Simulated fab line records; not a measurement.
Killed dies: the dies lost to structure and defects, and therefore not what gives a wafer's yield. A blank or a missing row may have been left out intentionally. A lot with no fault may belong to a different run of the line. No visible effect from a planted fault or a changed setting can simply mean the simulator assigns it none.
Chamber matching | flow gf180mcu | 4 sister chambers for GF_V2_CMP_26 on cmp-02
The step polishes, stops on SiO2, t overpolish 15 s, target thk 0 nm. 4 wafers are shown with their chamber, then 12 later ones without.

== EACH WAFER AND ITS CHAMBER ==
wafer  | chamber | motorCurrentA (A)
L086.5 | 3       | 11.8
L092.6 | 1       | 10.3
L093.2 | 2       | 11.0
L093.5 | 0       | 10.1

== WAFERS WITHOUT THEIR CHAMBER ==
wafer  | motorCurrentA (A)
L094.1 | 10.1
L094.2 | 11.5
L094.6 | 10.3
L095.1 | 10.2
L095.4 | 11.4
L095.5 | 11.3
L096.1 | 11.1
L096.4 | 9.9
L096.5 | 9.9
L097.1 | 12.3
L097.2 | 9.6
L097.5 | 10.8

== WHICH CHAMBER EACH WENT THROUGH ==
wafer  | from the rows above          | in truth
L094.1 | can't be placed: 0 or 1      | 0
L094.2 | can't be placed: 3 or 2      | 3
L094.6 | can't be placed: 1 or 0      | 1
L095.1 | can't be placed: 0 or 1      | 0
L095.4 | can't be placed: 2 or 3      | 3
L095.5 | can't be placed: 2 or 3      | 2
L096.1 | 2                            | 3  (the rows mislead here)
L096.4 | can't be placed: 0 or 1      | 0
L096.5 | can't be placed: 0 or 1      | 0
L097.1 | 3                            | 3
L097.2 | can't be placed: 0 or 1      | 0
L097.5 | can't be placed: 2 or 1 or 0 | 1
Placed correctly: 1 of 12. Not placeable from these rows: 10 (in 10, the candidates include the true chamber). 1 placed wrongly.
How it was worked out, from the rows above alone: a wafer's distance from a chamber is the root of the sum, over the readings, of the square of ((its reading less the chamber's mean) divided by the reading's scatter). The wafer belongs to the nearest chamber; if the next one is less than 2 further off, it can't be placed. Each chamber's mean is taken over the wafers shown for it. The scatter (one wafer shown for each chamber): square how far every hidden wafer sits from the nearest shown wafer, average those squares and take the square root.
